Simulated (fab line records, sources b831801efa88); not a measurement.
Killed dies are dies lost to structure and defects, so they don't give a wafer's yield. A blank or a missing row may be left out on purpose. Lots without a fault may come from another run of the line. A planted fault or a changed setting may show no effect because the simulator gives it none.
Which tool did it? | flow gf180mcu | 12 lots, 36 wafers sampled, at 5 steps of a route of 602

WHAT THE GAUGES READ, wafer by wafer
GF_STI_CD_MEAS_12: target cd 220 nm. Usual: cd_nm 219.8 nm, standard deviation 1.3.
lot  | measured    | on        | cd_nm (nm)        | flag
L155 | day 2 00:40 | cd_sem-01 | 219.8 219.9 219.1 |
L156 | day 2 08:11 | cd_sem-01 | 219.8 220.5 220.1 |
L157 | day 2 11:39 | cd_sem-01 | 220.7 220.3 221.8 |
L158 | day 2 16:29 | cd_sem-01 | 219.7 220.6 220.0 |
L159 | day 2 22:33 | cd_sem-01 | 220.4 221.1 220.2 |
L160 | day 3 04:05 | cd_sem-02 | 220.8 221.4 220.4 |
L163 | day 3 18:49 | cd_sem-02 | 219.3 219.8 218.1 |
L164 | day 3 23:31 | cd_sem-01 | 218.3 218.4 218.7 |
L166 | day 4 10:03 | cd_sem-02 | 219.2 220.1 219.6 |
L170 | day 5 06:32 | cd_sem-02 | 219.6 217.9 219.2 |
L171 | day 5 11:37 | cd_sem-02 | 217.8 216.5 216.8 |
L177 | day 6 19:10 | cd_sem-01 | 221.5 222.2 220.7 |

GF_VT_IMPLANT_OVL_MEAS_40. Usual: VT_IMPLANT_03_OVL 1.0 nm, standard deviation 1.2.
lot  | measured     | on         | VT_IMPLANT_03_OVL (nm) | flag
L155 | day 7 13:30  | overlay-02 | 3.0 1.7 2.4            |
L156 | day 7 22:46  | overlay-02 | 0.7 1.0 2.1            |
L157 | day 8 01:39  | overlay-02 | 0.3 1.3 0.4            |
L158 | day 8 07:31  | overlay-01 | -0.4 0.8 2.0           |
L159 | day 8 15:16  | overlay-01 | -0.2 1.9 1.4           |
L160 | day 8 23:19  | overlay-01 | -1.3 0.3 0.3           |
L163 | day 9 18:34  | overlay-02 | 5.1 2.7 2.9            |
L164 | day 10 01:33 | overlay-01 | -0.4 -0.6 0.1          |
L166 | day 10 13:46 | overlay-01 | 1.0 -0.9 -0.7          |
L170 | day 11 17:58 | overlay-02 | 1.7 1.0 1.7            |
L171 | day 12 01:49 | overlay-02 | 0.8 0.5 0.8            |
L177 | day 13 17:03 | overlay-02 | 3.9 2.6 0.5            |

GF_POLY_GATE_CD_MEAS_18. Usual: cd_nm 279.5 nm, standard deviation 1.7.
lot  | measured     | on        | cd_nm (nm)        | flag
L155 | day 9 08:26  | cd_sem-02 | 277.7 278.0 281.0 |
L156 | day 9 17:21  | cd_sem-02 | 282.6 282.6 283.5 |
L157 | day 9 20:38  | cd_sem-01 | 278.9 280.4 281.6 |
L158 | day 10 01:51 | cd_sem-01 | 279.6 279.4 278.4 |
L159 | day 10 09:54 | cd_sem-01 | 279.4 279.1 277.0 |
L160 | day 10 18:31 | cd_sem-01 | 277.5 277.2 277.1 |
L163 | day 11 16:01 | cd_sem-01 | 280.9 280.9 281.8 |
L164 | day 11 22:47 | cd_sem-02 | 280.4 280.3 281.4 |
L166 | day 12 11:07 | cd_sem-02 | 280.3 281.9 281.5 |
L170 | day 13 18:46 | cd_sem-01 | 279.8 280.4 278.6 |
L171 | day 14 02:49 | cd_sem-02 | 277.1 276.9 277.0 |
L177 | day 15 18:41 | cd_sem-02 | 281.4 280.4 279.4 |

WHICH TOOL RAN EACH LOT (tool, then ch and the chambers of the sampled wafers, then the start)
lot  | GF_NWELL_STRIP_10                   | GF_LVPWELL_STRIP_10
L155 | plasma_asher-03 ch 0,1, day 3 06:23 | plasma_asher-04 ch 0,1, day 3 20:35
L156 | plasma_asher-02 ch 0,1, day 3 15:08 | plasma_asher-04 ch 0,1, day 4 04:46
L157 | plasma_asher-04 ch 0,1, day 3 18:17 | plasma_asher-04 ch 0,1, day 4 07:44
L158 | plasma_asher-03 ch 0,1, day 3 23:20 | plasma_asher-04 ch 0,1, day 4 13:14
L159 | plasma_asher-03 ch 0,1, day 4 05:07 | plasma_asher-02 ch 0,1, day 4 18:34
L160 | plasma_asher-03 ch 0,1, day 4 11:35 | plasma_asher-02 ch 0,1, day 5 01:20
L163 | plasma_asher-02 ch 0,1, day 5 02:40 | plasma_asher-01 ch 0,1, day 5 17:32
L164 | plasma_asher-04 ch 0,1, day 5 08:26 | plasma_asher-01 ch 0,1, day 5 23:17
L166 | plasma_asher-04 ch 0,1, day 5 18:47 | plasma_asher-01 ch 0,1, day 6 09:34
L170 | plasma_asher-04 ch 0,1, day 6 17:37 | plasma_asher-04 ch 0,1, day 7 09:14
L171 | plasma_asher-04 ch 0,1, day 6 23:35 | plasma_asher-01 ch 0,1, day 7 15:31
L177 | plasma_asher-03 ch 0,1, day 8 07:32 | plasma_asher-04 ch 0,1, day 9 00:19
- GF_NWELL_STRIP_10: strips in O2/N2.
- GF_LVPWELL_STRIP_10: strips in O2/N2.

WHAT THE TOOLS THEMSELVES READ (means of the sampled wafers that have a number; where no wafer has one, the mark that the record gives instead)
GF_NWELL_STRIP_10. Usual: drypump_motor_current_A 5.79 A, standard deviation 0.25; heater_power_w 340 W, standard deviation 17; o2_flow_sccm 2999 sccm, standard deviation 9; oes_product_au 0.722 a.u., standard deviation 0.0045; strip_time_to_endpoint_s 36.97 s, standard deviation 0.089.
lot  | tool            | drypump_motor_current_A (A) | heater_power_w (W) | o2_flow_sccm (sccm) | oes_product_au (a.u.) | strip_time_to_endpoint_s (s) | flag
L155 | plasma_asher-03 | 5.85                        | 346                | 3007                | 0.725                 | 37.00                        |
L156 | plasma_asher-02 | 5.74                        | 341                | 2997                | 0.723                 | 36.88                        |
L157 | plasma_asher-04 | 5.78                        | 342                | 3003                | 0.718                 | 36.90                        |
L158 | plasma_asher-03 | 5.67                        | 330                | 3006                | 0.719                 | 36.97                        |
L159 | plasma_asher-03 | 5.65                        | 335                | 2989                | 0.719                 | 36.79                        |
L160 | plasma_asher-03 | 5.85                        | 348                | 2997                | 0.721                 | 37.03                        |
L163 | plasma_asher-02 | 5.73                        | 335                | 3006                | 0.719                 | 36.99                        |
L164 | plasma_asher-04 | 5.86                        | 330                | 2994                | 0.721                 | 36.91                        |
L166 | plasma_asher-04 | 5.87                        | 332                | 3006                | 0.719                 | 36.95                        |
L170 | plasma_asher-04 | 5.80                        | 337                | 2992                | 0.720                 | 37.07                        |
L171 | plasma_asher-04 | 5.86                        | 330                | 3003                | 0.970                 | -                            | OFF
L177 | plasma_asher-03 | 5.84                        | 345                | 2999                | 0.719                 | 37.00                        |

GF_LVPWELL_STRIP_10. Usual: drypump_motor_current_A 5.78 A, standard deviation 0.19; heater_power_w 343 W, standard deviation 21; o2_flow_sccm 3000 sccm, standard deviation 9.4; oes_product_au 0.722 a.u., standard deviation 0.0044; strip_time_to_endpoint_s 36.97 s, standard deviation 0.11.
lot  | tool            | drypump_motor_current_A (A) | heater_power_w (W) | o2_flow_sccm (sccm) | oes_product_au (a.u.) | strip_time_to_endpoint_s (s) | flag
L155 | plasma_asher-04 | 5.85                        | 327                | 3003                | 0.722                 | 36.84                        |
L156 | plasma_asher-04 | 5.81                        | 336                | 2993                | 0.720                 | 37.08                        |
L157 | plasma_asher-04 | 5.85                        | 330                | 3000                | 0.726                 | 36.92                        |
L158 | plasma_asher-04 | 5.88                        | 332                | 3000                | 0.724                 | 37.08                        |
L159 | plasma_asher-02 | 5.75                        | 339                | 2989                | 0.722                 | 36.97                        |
L160 | plasma_asher-02 | 5.96                        | 355                | 3006                | 0.719                 | 36.91                        |
L163 | plasma_asher-01 | 5.59                        | 362                | 3008                | 0.723                 | 37.02                        |
L164 | plasma_asher-01 | 5.59                        | 362                | 3001                | 0.724                 | 36.96                        |
L166 | plasma_asher-01 | 5.63                        | 366                | 2992                | 0.726                 | 37.15                        |
L170 | plasma_asher-04 | 5.86                        | 330                | 3003                | 0.724                 | 36.93                        |
L171 | plasma_asher-01 | 5.63                        | 361                | 2997                | 0.725                 | 38.64                        | OFF
L177 | plasma_asher-04 | 5.81                        | 339                | 2994                | 0.721                 | 36.92                        |

THE ANSWER, worked out from the rows above alone
Rule: a lot is off if the mean of its wafers that have a number lies more than 3 standard deviations from the usual mean. A lot without any number at a reading at which 4 lots or more have one is off too. The other lots that the step has rows for count as sound. The gauges are gone through in route order, then the tools' own readings, and for those a lot's mean is taken as printed above. The first step at which some lot is off is used, and at that step the reading that is off furthest; a lot without a number counts as furthest.
Off: L171, at GF_NWELL_STRIP_10 (strip_time_to_endpoint_s). Without a number there: L171.
A tool fits if, at that step or a process step before it, it ran every lot that is off, and no sound lot after the first of them. One fits: plasma_asher-04 at GF_NWELL_STRIP_10. Its last sound lot is L170 (day 6 17:37), its first lot that is off L171 (day 6 23:35): a fault that began between those two fits.
The tool's own readings at GF_NWELL_STRIP_10 bear it out: on the lots that are off they differ by more than 5 times the standard deviation of the sound lots' means. oes_product_au reads 0.970 a.u. there against 0.720 a.u. on the sound lots.
Blank at GF_NWELL_STRIP_10 on the lots that are off, where sound lots have numbers: strip_time_to_endpoint_s.

WHAT THE SIMULATOR HAD PUT IN
Strip aborted: plasma_asher-04, from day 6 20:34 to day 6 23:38, at GF_NWELL_STRIP_10. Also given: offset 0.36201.
Lots struck among those shown: L171. The rule above found the same.
